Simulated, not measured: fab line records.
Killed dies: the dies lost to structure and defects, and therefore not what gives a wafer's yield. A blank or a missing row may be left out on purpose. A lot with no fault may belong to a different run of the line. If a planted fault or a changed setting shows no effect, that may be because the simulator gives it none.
Which tool is to blame?    flow gf180mcu    39 wafers from 13 lots sampled at 4 of the route's 602 steps

WHAT THE GAUGES SHOWED, per wafer
GF_V5_BOW_MEAS_05. Usual: V5_BOW typically reads 133 um, with standard deviation 10.
lot   measured      on             V5_BOW (um)  flag
L542  day 26 19:31  film_metro-04  131 132 123  
L543  day 26 23:25  film_metro-04  114 105 125  
L544  day 27 11:31  film_metro-04  118 124 120  
L545  day 27 16:17  film_metro-04  128 128 125  
L546  day 27 19:22  film_metro-04  130 134 132  
L547  day 28 06:12  film_metro-01  133 124 143  
L549  day 28 20:05  film_metro-03  128 141 121  
L550  day 29 05:01  film_metro-04  129 133 134  
L551  day 29 15:20  film_metro-03  158 158 158  
L552  day 29 19:18  film_metro-03  139 136 149  
L556  day 30 20:28  film_metro-03  118 127 133  
L557  day 31 06:47  film_metro-03  133 133 140  
L563  day 33 01:07  film_metro-03  134 137 139  

GF_PASSIVATION_BOW_MEAS_14. Usual: PASSIVATION_BOW typically reads 134 um, with standard deviation 10.
lot   measured      on             PASSIVATION_BOW (um)  flag
L542  day 29 10:01  film_metro-01  136 136 127           
L543  day 29 13:55  film_metro-03  119 110 131           
L544  day 30 01:46  film_metro-03  115 122 118           
L545  day 30 05:39  film_metro-03  135 133 132           
L546  day 30 08:52  film_metro-01  138 140 139           
L547  day 30 18:18  film_metro-03  137 125 146           
L549  day 31 07:51  film_metro-02  121 135 115           
L550  day 31 16:32  film_metro-01  133 134 136           
L551  day 32 01:01  film_metro-02  154 154 154           
L552  day 32 05:14  film_metro-01  146 141 156           
L556  day 33 02:52  film_metro-01  124 134 139           
L557  day 33 12:01  film_metro-02  133 133 140           
L563  day 35 02:25  film_metro-03  138 145 145           

EACH LOT AND THE TOOL THAT RAN IT (in order: tool; ch and the chambers of the sampled wafers; start)
lot   GF_V4_SPUTTER_22              GF_V5_SPUTTER_22
L542  pvd_sputter-02, day 24 23:56  pvd_sputter-03, day 27 16:35
L543  pvd_sputter-02, day 25 02:50  pvd_sputter-03, day 27 20:29
L544  pvd_sputter-03, day 25 14:20  pvd_sputter-01, day 28 07:59
L545  pvd_sputter-04, day 25 20:13  pvd_sputter-04, day 28 12:58
L546  pvd_sputter-04, day 25 23:44  pvd_sputter-04, day 28 15:57
L547  pvd_sputter-03, day 26 10:34  pvd_sputter-04, day 29 01:59
L549  pvd_sputter-04, day 27 02:23  pvd_sputter-01, day 29 15:20
L550  pvd_sputter-03, day 27 11:01  pvd_sputter-04, day 30 00:34
L551  pvd_sputter-04, day 27 22:19  pvd_sputter-03, day 30 11:03
L552  pvd_sputter-02, day 28 02:45  pvd_sputter-04, day 30 14:25
L556  pvd_sputter-02, day 29 04:56  pvd_sputter-03, day 31 14:38
L557  pvd_sputter-04, day 29 16:25  pvd_sputter-01, day 32 00:50
L563  pvd_sputter-03, day 31 12:20  pvd_sputter-04, day 33 17:11
- GF_V4_SPUTTER_22: material TiN, target thk 10 nm, time 40 s.
- GF_V5_SPUTTER_22: material TiN, target thk 10 nm, time 40 s.

WHAT THE TOOLS THEMSELVES READ (means of the sampled wafers that have a number; where no wafer has one, the mark that the record gives instead)
GF_V4_SPUTTER_22. Usual: throttle_valve_pct at 30.2 %, with a standard deviation of 1.2.
lot   tool            throttle_valve_pct (%)  flag
L542  pvd_sputter-02  30.1                    
L543  pvd_sputter-02  30.5                    
L544  pvd_sputter-03  29.0                    
L545  pvd_sputter-04  30.6                    
L546  pvd_sputter-04  32.3                    
L547  pvd_sputter-03  29.0                    
L549  pvd_sputter-04  31.4                    
L550  pvd_sputter-03  29.6                    
L551  pvd_sputter-04  30.3                    
L552  pvd_sputter-02  30.0                    
L556  pvd_sputter-02  30.0                    
L557  pvd_sputter-04  30.3                    
L563  pvd_sputter-03  28.9                    

GF_V5_SPUTTER_22. Usual: throttle_valve_pct at 30.4 %, with a standard deviation of 1.3.
lot   tool            throttle_valve_pct (%)  flag
L542  pvd_sputter-03  29.0                    
L543  pvd_sputter-03  28.5                    
L544  pvd_sputter-01  30.2                    
L545  pvd_sputter-04  32.4                    
L546  pvd_sputter-04  31.1                    
L547  pvd_sputter-04  31.4                    
L549  pvd_sputter-01  30.8                    
L550  pvd_sputter-04  31.3                    
L551  pvd_sputter-03  29.7                    
L552  pvd_sputter-04  30.7                    
L556  pvd_sputter-03  29.1                    
L557  pvd_sputter-01  29.8                    
L563  pvd_sputter-04  30.2                    

THE ANSWER, worked out from the rows above alone
Rule: take the mean of a lot's wafers that have a number; if it is more than 3 standard deviations from the usual mean, the lot is off. A lot without any number at a reading at which 4 lots or more have one is off too. Where the step has rows for the other lots, those lots are counted as sound. First the gauges in route order, then the tools' own readings, where a lot's mean is used as printed above. At the first step where some lot is off, the reading lying furthest off is the one used; lots without a number count as furthest.
No lot is off at any reading shown: from this, nothing can be told.

WHAT WAS PUT IN BY THE SIMULATOR
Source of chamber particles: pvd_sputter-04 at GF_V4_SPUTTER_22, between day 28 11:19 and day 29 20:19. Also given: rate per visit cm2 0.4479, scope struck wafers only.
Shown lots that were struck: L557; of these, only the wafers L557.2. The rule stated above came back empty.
